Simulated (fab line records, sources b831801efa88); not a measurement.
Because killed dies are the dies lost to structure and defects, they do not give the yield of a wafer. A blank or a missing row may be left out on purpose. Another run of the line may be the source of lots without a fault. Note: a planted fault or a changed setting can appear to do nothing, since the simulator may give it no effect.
Problem report, 8D (eight disciplines) form, completed by code -- flow sfq_line -- the parts of the form that need people (team, actions taken, sign-off) are left out

1. WHAT IS WRONG
At SFQ_TRILAYER_I7_VIA_LITHO_COAT_187, spin_speed_rpm averages 3595.8 rpm over 6 wafers from 2 lots, while fault-free wafers read 2999.7 rpm, standard deviation 2.1. So: +99 or more standard deviations from the usual mean.
The step: resist thk 650 nm.
Seen first at day 86 11:34 on litho_track-01, wafer L573.3. At this step, 18 wafers from 6 lots have a number in the record. Rule for "out" (also "out of limits"): further than 4 standard deviations from the usual mean. The other wafers with a number count as sound.

2. WHAT IT IS; WHAT IT IS NOT
question,is,is not
which readings at this step,spin_speed_rpm,-
which lots,"L573, L574","L561, L564, L569, L576"
which wafers of those lots,all that have a number,-
read on which tools,litho_track-01,litho_track-03
when,from day 86 11:34,up to then (9 sound wafers); but 3 sound wafers of L576 came after

3. THE SUSPECTS, EACH WITH WHAT RULES IT OUT
Counting: a tool stays on the suspect list if, at a process step up to the reading, it processed all lots that are out and no sound lot following the first of them.
- litho_track-01 at SFQ_TRILAYER_I7_VIA_LITHO_COAT_187 (resist thk 650 nm): kept. Every lot that is out went through it, starting with L573 (day 86 11:34), and after that it ran no sound lot; the last sound lot it ran before then is L564 (day 79 21:46). On those wafers its own readings are out: spin_speed_rpm.
After counting, what remains is litho_track-01 at SFQ_TRILAYER_I7_VIA_LITHO_COAT_187.

4. THE CAUSE (what the simulator had put in)
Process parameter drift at SFQ_TRILAYER_I7_VIA_LITHO_COAT_187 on litho_track-01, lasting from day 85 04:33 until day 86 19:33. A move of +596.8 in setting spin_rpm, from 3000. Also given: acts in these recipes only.
This tool alone remained once counting was done.

5. SEQUENCE OF EFFECTS, ordered by route
One row per reading whose mean, taken over the struck wafers that have a number, lies over 3 standard deviations from the usual. Only readings whose record carries a usual standard deviation are examined. hours: median over the lots of the time between each lot's start at the first step of this table that gives one and its start at this step. sigmas: the change, counted in usual standard deviations.
hours,step,reading,usual,on struck wafers,change,sigmas
0,SFQ_TRILAYER_I7_VIA_LITHO_COAT_187,spin_speed_rpm,2999.7 rpm,3595.8,+596.1,+99 or more
Here are the process steps it includes:
- SFQ_TRILAYER_I7_VIA_LITHO_COAT_187: resist thk 650 nm.
At these later measuring or inspecting steps, every struck wafer for which the step has a row has a number for every such reading, and none has moved that far: SFQ_I7_OVL_MEAS_947.

6. WHAT WOULD HAVE CAUGHT IT SOONER
In this record no reading fell out of limits until day 86 11:34, 31 hours after the fault had begun at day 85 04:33.
